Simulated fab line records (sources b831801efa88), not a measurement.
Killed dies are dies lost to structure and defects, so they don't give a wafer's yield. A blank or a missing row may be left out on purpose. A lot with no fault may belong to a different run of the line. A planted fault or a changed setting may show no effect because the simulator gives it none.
Comparing a struck lot with a sound one -- flow sky130 -- 17 out of 708 route steps
Sound: these wafers, L857.1, L857.2, L857.5. Wafers L871.3, L871.4, L871.5 were the ones struck. Last of all comes the cause.
Order at every step that has rows: each side's tool, ch and its chambers, its first start. Under that, the readings that differ: sound wafers -- struck wafers -- difference of the means -- sigmas: that difference in standard deviations of wafers without a fault.
alike: readings with means less than 2 such deviations apart, plus words and numbers identical on both sides. not compared: withheld readings, readings lacking a value on some wafer, bounds such as >300 that could conceal the same value, and numbers that have no deviation in the record and whose values overlap.
Wherever a step has rows on one side only, a row that says differs or no value, or a row with sigmas, the two part there. Numbers that have no deviation but don't overlap get no sigmas and don't part them. A reading that every wafer of one side lacks parts them only if that side has two wafers or more.

first, 1 step without rows for these wafers: SKY_SD_P_DEVELOP_06 (develop time 60 s).
SKY_SD_P_CD_MEAS_07: target cd 380 nm.
  sound: cd sem-01 at day 27 22:19; struck: cd sem-01 at day 32 10:58
  alike: cd nm
SKY_SD_P_OVL_MEAS_08:
  sound: overlay-02 at day 27 22:26; struck: overlay-01 at day 32 11:03
  alike: SD_P_OVL
following that, these wafers have no rows for 1 step: SKY_SD_P_IMPLANT_09.
SKY_SD_P_STRIP_10: strips in O2/N2.
  sound on plasma asher-03 ch 0,1, day 27 22:37; struck on plasma asher-04 ch 0,1, day 32 11:16
  alike: drypump motor current A, oes product au, strip time to endpoint s
  not compared: rf hours counter h
SKY_SD_P_TW_MEAS_11:
  sound: film metro-03 at day 27 22:43; struck: film metro-02 at day 32 11:21
  alike: SD_P_TW
then, 6 steps without rows for these wafers: SKY_RES_XHIGH_DEHYDRATE_00 (time 60 s); SKY_RES_XHIGH_HMDS_01 (prime time 60 s); SKY_RES_XHIGH_COAT_02 (resist thk 1140 nm); SKY_RES_XHIGH_SOFTBAKE_03 (time 60 s); SKY_RES_XHIGH_EXPOSE_04 (exposes mask URPM, target cd 1270 nm); SKY_RES_XHIGH_PEB_05.
SKY_RES_XHIGH_DEVELOP_06: develop time 60 s.
  sound on litho track-01 ch 0, day 29 02:01; struck on litho track-02 ch 0, day 33 13:47
following that, these wafers have no rows for 1 step: SKY_RES_XHIGH_IMPLANT_07.
SKY_RES_XHIGH_STRIP_08: strips in O2/N2.
  sound on plasma asher-02 ch 0,1, day 29 02:19; struck on plasma asher-03 ch 0,1, day 33 14:04
  alike: drypump motor current A, oes product au, strip time to endpoint s
  not compared: rf hours counter h
SKY_RES_XHIGH_TW_MEAS_09:
  sound: film metro-02 at day 29 02:25; struck: film metro-01 at day 33 14:10
reading,sound,struck,difference,sigmas
RES_XHIGH_TW,1643 1639 1649,30 30 30,-1614,-99 or more
then, 1 step without rows for these wafers: SKY_SD_N_DEHYDRATE_00 (time 60 s).

## WHERE THEY PART
Within this record, at SKY_RES_XHIGH_TW_MEAS_09 only.

WHY: what had been put in by the simulator
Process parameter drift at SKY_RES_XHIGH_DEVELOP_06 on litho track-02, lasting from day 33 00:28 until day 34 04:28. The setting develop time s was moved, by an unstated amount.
